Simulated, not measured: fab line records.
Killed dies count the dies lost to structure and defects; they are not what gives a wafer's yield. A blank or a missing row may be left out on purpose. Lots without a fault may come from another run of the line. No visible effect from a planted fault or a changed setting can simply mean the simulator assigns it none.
What tool caused it? -- flow gf180mcu -- 24 lots with 72 wafers sampled at 6 steps, on a route of 602 steps

WHAT THE GAUGES READ, wafer by wafer
GF_M4_THK_MEAS_06: measures by xrf. Usual: M4_ALCU_THK typically reads 435 nm, with standard deviation 4.1.
lot,measured,on,M4_ALCU_THK (nm),flag
L074,day 22 16:40,filmMetro-03,429 427 432,
L075,day 22 19:50,filmMetro-03,441 436 439,
L076,day 23 05:36,filmMetro-03,440 436 438,
L077,day 23 12:37,filmMetro-04,433 434 427,
L078,day 23 20:27,filmMetro-03,434 434 437,
L079,day 24 06:02,filmMetro-03,432 433 432,
L080,day 24 16:10,filmMetro-03,431 434 433,
L081,day 25 03:27,filmMetro-02,440 436 436,
L082,day 25 09:27,filmMetro-04,434 439 434,
L083,day 25 19:00,filmMetro-02,440 432 441,
L084,day 26 04:03,filmMetro-04,438 435 430,
L085,day 26 06:34,filmMetro-02,430 431 430,
L086,day 26 21:52,filmMetro-04,434 435 434,
L087,day 26 23:17,filmMetro-03,432 436 431,
L088,day 27 21:57,filmMetro-03,436 439 439,
L090,day 28 05:23,filmMetro-03,430 424 430,
L089,day 28 06:38,filmMetro-04,440 441 440,
L091,day 28 07:40,filmMetro-02,436 438 441,
L092,day 28 10:14,filmMetro-03,438 435 437,
L093,day 28 16:19,filmMetro-03,435 433 435,
L094,day 29 07:58,filmMetro-03,432 434 430,
L095,day 29 14:44,filmMetro-02,434 431 429,
L096,day 29 21:46,filmMetro-03,436 436 436,
L097,day 30 05:51,filmMetro-02,440 441 443,

GF_V4_BOW_MEAS_05. Usual: V4_BOW typically reads 136 um, with standard deviation 8.8.
lot,measured,on,V4_BOW (um),flag
L074,day 23 16:40,filmMetro-01,126 134 131,
L075,day 23 19:53,filmMetro-01,144 137 139,
L076,day 24 05:40,filmMetro-04,128 122 140,
L077,day 24 12:33,filmMetro-01,132 141 137,
L078,day 24 23:18,filmMetro-02,144 130 132,
L079,day 25 05:48,filmMetro-02,119 121 116,
L080,day 25 14:58,filmMetro-02,141 123 130,
L081,day 26 02:08,filmMetro-04,127 123 123,
L082,day 26 07:49,filmMetro-01,132 137 125,
L083,day 26 16:52,filmMetro-02,138 130 130,
L084,day 27 01:46,filmMetro-04,147 144 147,
L085,day 27 05:06,filmMetro-04,134 139 130,
L086,day 27 19:24,filmMetro-01,145 150 149,
L087,day 27 19:49,filmMetro-02,132 131 135,
L088,day 28 18:41,filmMetro-04,138 126 137,
L090,day 29 01:47,filmMetro-02,134 133 122,
L089,day 29 02:47,filmMetro-01,149 153 153,
L091,day 29 04:06,filmMetro-04,127 126 136,
L092,day 29 07:13,filmMetro-01,149 155 138,
L093,day 29 12:04,filmMetro-01,130 125 132,
L094,day 30 04:01,filmMetro-02,143 140 144,
L095,day 30 09:44,filmMetro-01,149 141 151,
L096,day 30 16:59,filmMetro-01,139 147 140,
L097,day 31 00:26,filmMetro-04,138 123 143,

GF_V5_THK_MEAS_01. Usual: V5_CVD_00_THK typically reads 293.8 nm, with standard deviation 2.6.
lot,measured,on,V5_CVD_00_THK (nm),flag
L074,day 26 13:49,filmMetro-01,296.3 295.2 295.6,
L075,day 26 15:48,filmMetro-03,293.4 291.6 293.1,
L076,day 26 23:57,filmMetro-01,294.3 294.4 296.9,
L077,day 27 05:31,filmMetro-02,291.0 293.2 293.6,
L078,day 27 16:35,filmMetro-03,290.1 294.8 293.9,
L079,day 27 23:19,filmMetro-02,293.8 297.9 293.9,
L080,day 28 07:22,filmMetro-02,294.1 289.7 297.0,
L081,day 28 16:56,filmMetro-01,291.2 291.3 290.6,
L082,day 28 21:54,filmMetro-02,293.1 293.0 293.7,
L083,day 29 06:16,filmMetro-03,290.3 290.7 290.2,
L084,day 29 15:07,filmMetro-01,297.1 298.7 298.8,
L085,day 29 18:00,filmMetro-01,289.0 292.3 290.5,
L086,day 30 07:47,filmMetro-02,294.7 293.9 296.4,
L087,day 30 08:36,filmMetro-03,292.1 296.0 298.2,
L088,day 31 06:17,filmMetro-01,288.6 291.0 287.9,
L090,day 31 11:16,filmMetro-01,296.9 295.9 298.1,
L089,day 31 13:36,filmMetro-03,295.4 299.1 294.6,
L091,day 31 14:29,filmMetro-02,293.8 297.2 292.1,
L092,day 31 16:15,filmMetro-01,293.5 297.6 295.6,
L093,day 31 20:40,filmMetro-02,291.0 294.3 294.0,
L094,day 32 11:58,filmMetro-03,299.3 293.8 296.4,
L095,day 32 17:26,filmMetro-02,295.0 297.2 294.7,
L096,day 32 23:09,filmMetro-03,291.0 293.6 292.0,
L097,day 33 06:23,filmMetro-03,290.9 291.9 290.3,

GF_V5_CD_MEAS_14 targets a cd of 260 nm. Usual: cdNm at 259.9 nm, with a standard deviation of 1.1.
lot,measured,on,cdNm (nm),flag
L074,day 27 10:05,cdSem-01,258.5 259.6 258.2,
L075,day 27 12:49,cdSem-02,259.4 258.2 258.9,
L076,day 27 20:38,cdSem-01,259.8 258.7 259.4,
L077,day 28 01:55,cdSem-02,260.5 261.3 260.4,
L078,day 28 11:39,cdSem-02,260.5 260.3 261.2,
L079,day 28 19:01,cdSem-01,258.0 258.8 258.3,
L080,day 29 03:12,cdSem-02,259.6 260.1 261.1,
L081,day 29 13:11,cdSem-02,259.9 258.4 259.0,
L082,day 29 17:45,cdSem-01,258.1 257.7 259.0,
L083,day 30 01:30,cdSem-02,257.9 259.2 258.4,
L084,day 30 10:30,cdSem-02,257.7 258.7 257.4,
L085,day 30 12:53,cdSem-02,260.8 260.9 260.1,
L086,day 31 02:26,cdSem-02,261.7 262.0 261.9,
L087,day 31 03:29,cdSem-02,260.3 261.2 260.7,
L088,day 31 23:20,cdSem-02,261.4 262.0 260.8,
L090,day 32 04:52,cdSem-02,259.0 260.2 260.6,
L089,day 32 07:13,cdSem-02,261.6 260.8 260.8,
L091,day 32 08:01,cdSem-02,260.7 259.6 260.4,
L092,day 32 09:04,cdSem-02,258.4 258.2 259.6,
L093,day 32 14:10,cdSem-02,259.4 259.1 259.3,
L094,day 33 04:42,cdSem-02,260.3 261.2 259.3,
L095,day 33 09:47,cdSem-02,258.9 258.7 258.4,
L096,day 33 16:10,cdSem-02,260.7 259.5 259.9,
L097,day 33 23:23,cdSem-02,261.3 260.6 261.9,

EACH LOT AND THE TOOL THAT RAN IT (in order: tool; ch and the chambers of the sampled wafers; start)
lot,GF_V4_SPUTTER_21,GF_MIM_SPUTTER_02
L074,"pvdSputter-02, day 24 16:22","pvdSputter-03, day 24 17:12"
L075,"pvdSputter-03, day 24 19:31","pvdSputter-02, day 24 20:20"
L076,"pvdSputter-03, day 25 04:16","pvdSputter-04, day 25 05:06"
L077,"pvdSputter-03, day 25 09:13","pvdSputter-04, day 25 10:02"
L078,"pvdSputter-02, day 25 20:58","pvdSputter-03, day 25 21:48"
L079,"pvdSputter-01, day 26 04:16","pvdSputter-02, day 26 05:05"
L080,"pvdSputter-02, day 26 13:05","pvdSputter-03, day 26 13:54"
L081,"pvdSputter-03, day 26 23:31","pvdSputter-02, day 27 00:21"
L082,"pvdSputter-01, day 27 05:17","pvdSputter-02, day 27 06:06"
L083,"pvdSputter-01, day 27 13:50","pvdSputter-03, day 27 14:39"
L084,"pvdSputter-03, day 27 22:13","pvdSputter-02, day 27 23:20"
L085,"pvdSputter-02, day 28 02:04","pvdSputter-03, day 28 02:53"
L086,"pvdSputter-01, day 28 15:34","pvdSputter-03, day 28 16:23"
L087,"pvdSputter-03, day 28 15:54","pvdSputter-04, day 28 16:44"
L088,"pvdSputter-03, day 29 15:07","pvdSputter-02, day 29 15:56"
L090,"pvdSputter-03, day 29 21:16","pvdSputter-03, day 29 22:05"
L089,"pvdSputter-03, day 29 23:01","pvdSputter-03, day 29 23:51"
L091,"pvdSputter-01, day 30 00:23","pvdSputter-02, day 30 01:20"
L092,"pvdSputter-03, day 30 02:32","pvdSputter-02, day 30 03:28"
L093,"pvdSputter-01, day 30 07:22","pvdSputter-03, day 30 08:12"
L094,"pvdSputter-02, day 30 23:00","pvdSputter-03, day 30 23:50"
L095,"pvdSputter-02, day 31 05:13","pvdSputter-03, day 31 06:02"
L096,"pvdSputter-03, day 31 11:27","pvdSputter-04, day 31 12:16"
L097,"pvdSputter-03, day 31 19:25","pvdSputter-02, day 31 20:31"
- GF_V4_SPUTTER_21: material Ti, target thk 15 nm, time 81.17 s.
- GF_MIM_SPUTTER_02: material AlCu, target thk 450 nm, time 23.9 s.

AS READ BY THE TOOLS THEMSELVES (means over the sampled wafers that have a number; for cases with no such wafer, the mark the record gives instead)
GF_V4_SPUTTER_21. Usual: throttleValvePct at 30.5 %, with a standard deviation of 0.94.
lot,tool,throttleValvePct (%),flag
L074,pvdSputter-02,30.5,
L075,pvdSputter-03,30.3,
L076,pvdSputter-03,30.1,
L077,pvdSputter-03,29.9,
L078,pvdSputter-02,30.7,
L079,pvdSputter-01,31.6,
L080,pvdSputter-02,30.7,
L081,pvdSputter-03,30.1,
L082,pvdSputter-01,30.7,
L083,pvdSputter-01,31.2,
L084,pvdSputter-03,30.4,
L085,pvdSputter-02,30.8,
L086,pvdSputter-01,30.6,
L087,pvdSputter-03,29.6,
L088,pvdSputter-03,30.2,
L090,pvdSputter-03,29.8,
L089,pvdSputter-03,29.8,
L091,pvdSputter-01,31.6,
L092,pvdSputter-03,30.0,
L093,pvdSputter-01,31.1,
L094,pvdSputter-02,30.6,
L095,pvdSputter-02,30.1,
L096,pvdSputter-03,30.3,
L097,pvdSputter-03,29.9,

GF_MIM_SPUTTER_02. Usual: throttleValvePct at 30.4 %, with a standard deviation of 0.56.
lot,tool,throttleValvePct (%),flag
L074,pvdSputter-03,30.2,
L075,pvdSputter-02,30.4,
L076,pvdSputter-04,31.0,
L077,pvdSputter-04,31.0,
L078,pvdSputter-03,29.6,
L079,pvdSputter-02,30.6,
L080,pvdSputter-03,30.0,
L081,pvdSputter-02,30.5,
L082,pvdSputter-02,30.7,
L083,pvdSputter-03,29.9,
L084,pvdSputter-02,30.1,
L085,pvdSputter-03,30.0,
L086,pvdSputter-03,30.1,
L087,pvdSputter-04,30.6,
L088,pvdSputter-02,30.9,
L090,pvdSputter-03,30.2,
L089,pvdSputter-03,29.6,
L091,pvdSputter-02,30.6,
L092,pvdSputter-02,30.5,
L093,pvdSputter-03,30.1,
L094,pvdSputter-03,30.3,
L095,pvdSputter-03,30.1,
L096,pvdSputter-04,31.1,
L097,pvdSputter-02,30.2,

THE ANSWER, worked out from the rows above alone
Rule: a lot counts as off when the mean over its wafers that have a number is more than 3 standard deviations away from the usual mean. Also off: a lot with no number at a reading for which 4 or more lots have one. All remaining lots with rows at the step are treated as sound. First the gauges in route order, then the tools' own readings, where a lot's mean is used as printed above. At the first step where some lot is off, the reading lying furthest off is the one used; lots without a number count as furthest.
None of the lots is off at any reading shown; this tells nothing.

WHAT HAD BEEN PUT IN BY THE SIMULATOR
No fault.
